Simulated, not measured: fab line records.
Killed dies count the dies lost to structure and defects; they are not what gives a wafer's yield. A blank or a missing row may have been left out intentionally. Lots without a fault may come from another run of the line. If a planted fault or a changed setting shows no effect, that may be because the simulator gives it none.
One fault seen from 2 desks / flow gf180mcu / what lay behind the numbers comes last; until then each desk has only its own

## THE TOOL OWNER'S DESK: cvd_w-02
The tool's own readings at GF_CONTACT_CVD_24 (deposits W, target thk 300 nm, time 90.339 s): means of the sampled wafers that have a number, for each lot that ran on this tool. A lot is out of limits, marked OUT, if its mean lies more than 4 standard deviations from the usual mean; the brackets give that distance.
Columns: A = heater_power_w at GF_CONTACT_CVD_24, usual 846 W
lot=L362; first seen here=day 17 08:05; A=865
lot=L364; first seen here=day 18 10:50; A=890
lot=L365; first seen here=day 18 17:00; A=862
lot=L366; first seen here=day 19 06:25; A=855
lot=L368; first seen here=day 20 01:34; A=899
lot=L372; first seen here=day 21 06:08; A=859
lot=L381; first seen here=day 24 08:37; A=907
Finding of this desk: none of the 7 lots has anything out of limits.

## METROLOGY DESK
Lot by lot, what the gauges showed, no matter which tool ran the lot: averages of those sampled wafers that carry a number. A lot is out of limits, marked OUT, if its mean lies more than 4 standard deviations from the usual mean; the brackets give that distance.
Columns: A = CONTACT_W_RS at GF_CONTACT_RS_MEAS_25, usual 0.383 ohm/sq; B = CONTACT_W_THK at GF_CONTACT_THK_MEAS_26, usual 300 nm
lot=L362; first seen here=day 17 08:11; A=0.385; B=299
lot=L363; first seen here=day 17 23:54; A=0.381; B=302
lot=L364; first seen here=day 18 10:56; A=0.387; B=298
lot=L365; first seen here=day 18 17:07; A=0.384; B=297
lot=L366; first seen here=day 19 06:31; A=0.381; B=298
lot=L368; first seen here=day 20 01:40; A=0.386; B=297
lot=L370; first seen here=day 20 14:04; A=0.381; B=303
lot=L372; first seen here=day 21 06:14; A=0.372; B=311
lot=L376; first seen here=day 23 04:53; A=0.386; B=296
lot=L378; first seen here=day 23 08:43; A=0.382; B=298
lot=L380; first seen here=day 24 07:44; A=0.384; B=303
lot=L381; first seen here=day 24 08:43; A=0.378; B=307
Finding of this desk: none of the 12 lots has anything out of limits.

## ALL TOGETHER
Nothing out of limits was seen by the tool owner's desk.
From the metrology desk's view, nothing was out of limits.

## WHAT THE SIMULATOR HAD INSERTED
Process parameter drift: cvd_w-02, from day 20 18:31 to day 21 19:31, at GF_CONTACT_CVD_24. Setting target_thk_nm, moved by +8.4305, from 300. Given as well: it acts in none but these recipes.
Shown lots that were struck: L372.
